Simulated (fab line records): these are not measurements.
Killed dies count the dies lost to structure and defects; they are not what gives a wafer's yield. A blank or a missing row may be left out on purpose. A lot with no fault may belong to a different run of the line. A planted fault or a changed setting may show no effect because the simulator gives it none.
A struck lot beside a sound one	flow sky130	43 out of 708 route steps
Sound: the wafers L453.2, L453.3, L453.6. Struck: wafer L457.3; the same lot's L457.4 was not struck, so it is left out; see the end for the cause.
Each step with rows lists, per side, the tool, then ch with its chambers, then its first start. Under that, the readings that differ: sound wafers	struck wafers	difference of the means	sigmas: that difference in standard deviations of wafers without a fault.
alike: words and numbers the same on both sides, and readings whose means are apart by under 2 such deviations; not compared: readings that were withheld, readings missing a value for some wafer, numbers with overlapping values and no deviation given by the record, and bounds like >300 which may hide the same value.
A row with sigmas, a row that says differs or no value, or rows on one side alone: a step with any of these is where the two part. Numbers that have no deviation but don't overlap get no sigmas and don't part them. A reading missing from all wafers of one side parts the sides only when that side holds two or more wafers.

first, 4 steps without rows for these wafers: SKY_DNWELL_EXPOSE_04 (exposes mask DNM, target cd 3000 nm); SKY_DNWELL_PEB_05; SKY_DNWELL_DEVELOP_06 (develop time 60 s); SKY_DNWELL_IMPLANT_07.
SKY_DNWELL_STRIP_08: strips in O2/N2.
  sound on plasmaAsher-03 ch 0,1, day 3 16:28; struck on plasmaAsher-03 ch 0, day 4 22:10
  alike: drypumpMotorCurrentA, oesProductAu, stripTimeToEndpointS
  not compared: rfHoursCounterH
SKY_DNWELL_TW_MEAS_09:
  struck on filmMetro-04, day 4 22:14; sound on filmMetro-02, day 3 16:35
reading	sound	struck	difference	sigmas
DNWELL_TW	1106 1100 1112	1124	+18	+3
then, 6 steps without rows for these wafers: SKY_PWDE_DEHYDRATE_00 (time 60 s); SKY_PWDE_HMDS_01 (prime time 60 s); SKY_PWDE_COAT_02 (resist thk 3000 nm); SKY_PWDE_SOFTBAKE_03; SKY_PWDE_EXPOSE_04 (exposes mask PWDEM, target cd 840 nm); SKY_PWDE_PEB_05.
SKY_PWDE_DEVELOP_06: develop time 60 s.
  sound on lithoTrack-04 ch 0, day 4 08:00; struck on lithoTrack-04 ch 0, day 5 16:00
  alike: developerTempC
SKY_PWDE_OVL_MEAS_07:
  struck on overlay-01, day 5 16:13; sound on overlay-01, day 4 08:28
  not compared: PWDE_OVL
next, for these wafers, 1 step has no rows: SKY_PWDE_IMPLANT_08.
SKY_PWDE_STRIP_09: strips in O2/N2.
  sound on plasmaAsher-01 ch 1, day 4 08:38; struck on plasmaAsher-02 ch 0, day 5 16:25
reading	sound	struck	difference	sigmas
oesProductAu (a.u.)	0.722 0.724 0.710	0.731	+0.012	+2
  alike: drypumpMotorCurrentA, stripTimeToEndpointS
  not compared: rfHoursCounterH
SKY_PWDE_TW_MEAS_10:
  struck on filmMetro-04, day 5 16:31; sound on filmMetro-02, day 4 08:45
  alike: PWDE_TW
then, 7 steps without rows for these wafers: SKY_NWELL_DEHYDRATE_03 (time 60 s); SKY_NWELL_HMDS_04 (prime time 60 s); SKY_NWELL_COAT_05 (resist thk 3000 nm); SKY_NWELL_SOFTBAKE_06; SKY_NWELL_EXPOSE_07 (exposes mask NWM, target cd 840 nm); SKY_NWELL_PEB_08; SKY_NWELL_DEVELOP_09 (develop time 60 s).
SKY_NWELL_OVL_MEAS_10:
  struck on overlay-02, day 6 11:29; sound on overlay-02, day 5 01:31
  alike: NWELL_00_OVL
then, 3 steps without rows for these wafers: SKY_NWELL_IMPLANT_11; SKY_NWELL_IMPLANT_12; SKY_NWELL_IMPLANT_13.
SKY_NWELL_STRIP_14: strips in O2/N2.
  sound on plasmaAsher-02 ch 0,1, day 5 02:00; struck on plasmaAsher-02 ch 0, day 6 11:59
  alike: drypumpMotorCurrentA, oesProductAu, stripTimeToEndpointS
  not compared: rfHoursCounterH
SKY_NWELL_TW_MEAS_15:
  struck on filmMetro-04, day 6 12:04; sound on filmMetro-03, day 5 02:07
  alike: NWELL_TW
then, 7 steps without rows for these wafers: SKY_NWELL_DEHYDRATE_16 (time 60 s); SKY_NWELL_HMDS_17 (prime time 60 s); SKY_NWELL_COAT_18 (resist thk 3000 nm); SKY_NWELL_SOFTBAKE_19; SKY_NWELL_EXPOSE_20 (exposes mask NWM COMPLEMENT, target cd 840 nm); SKY_NWELL_PEB_21; SKY_NWELL_DEVELOP_22 (develop time 60 s).
SKY_NWELL_OVL_MEAS_23:
  struck on overlay-01, day 7 06:49; sound on overlay-01, day 5 20:40
  alike: NWELL_01_OVL
next, for these wafers, 1 step has no rows: SKY_NWELL_IMPLANT_24.
SKY_NWELL_STRIP_25: strips in O2/N2.
  sound on plasmaAsher-01 ch 0,1, day 5 20:51; struck on plasmaAsher-01 ch 0, day 7 07:01
  alike: drypumpMotorCurrentA, oesProductAu, stripTimeToEndpointS
  not compared: rfHoursCounterH
SKY_NWELL_TW_MEAS_26:
  struck on filmMetro-03, day 7 07:07; sound on filmMetro-02, day 5 20:58
  alike: NWELL_2_TW
then, 1 step without rows for these wafers: SKY_NWELL_CLEAN_27 (cleans in SC1/SC2, time 150 s).
-- the record jumps here: 26 days lie between the struck wafers' starts before and after (it left off in module NWELL and takes up again in module CONTACT, whose first step shown is number 409 of the route) --
SKY_CONTACT_THK_MEAS_03:
  struck on filmMetro-02, day 33 09:43; sound on filmMetro-02, day 31 00:55
  alike: CONTACT_HDPCVD_THK
  not compared: hold

WHERE THEY PART
Earliest at SKY_DNWELL_TW_MEAS_09; latest, in this record, at SKY_PWDE_STRIP_09. Later steps at which nothing parts them and some readings are alike: SKY_PWDE_TW_MEAS_10, SKY_NWELL_OVL_MEAS_10, SKY_NWELL_STRIP_14, SKY_NWELL_TW_MEAS_15, SKY_NWELL_OVL_MEAS_23, SKY_NWELL_STRIP_25, SKY_NWELL_TW_MEAS_26, SKY_CONTACT_THK_MEAS_03.

WHY: whatever the simulator had introduced
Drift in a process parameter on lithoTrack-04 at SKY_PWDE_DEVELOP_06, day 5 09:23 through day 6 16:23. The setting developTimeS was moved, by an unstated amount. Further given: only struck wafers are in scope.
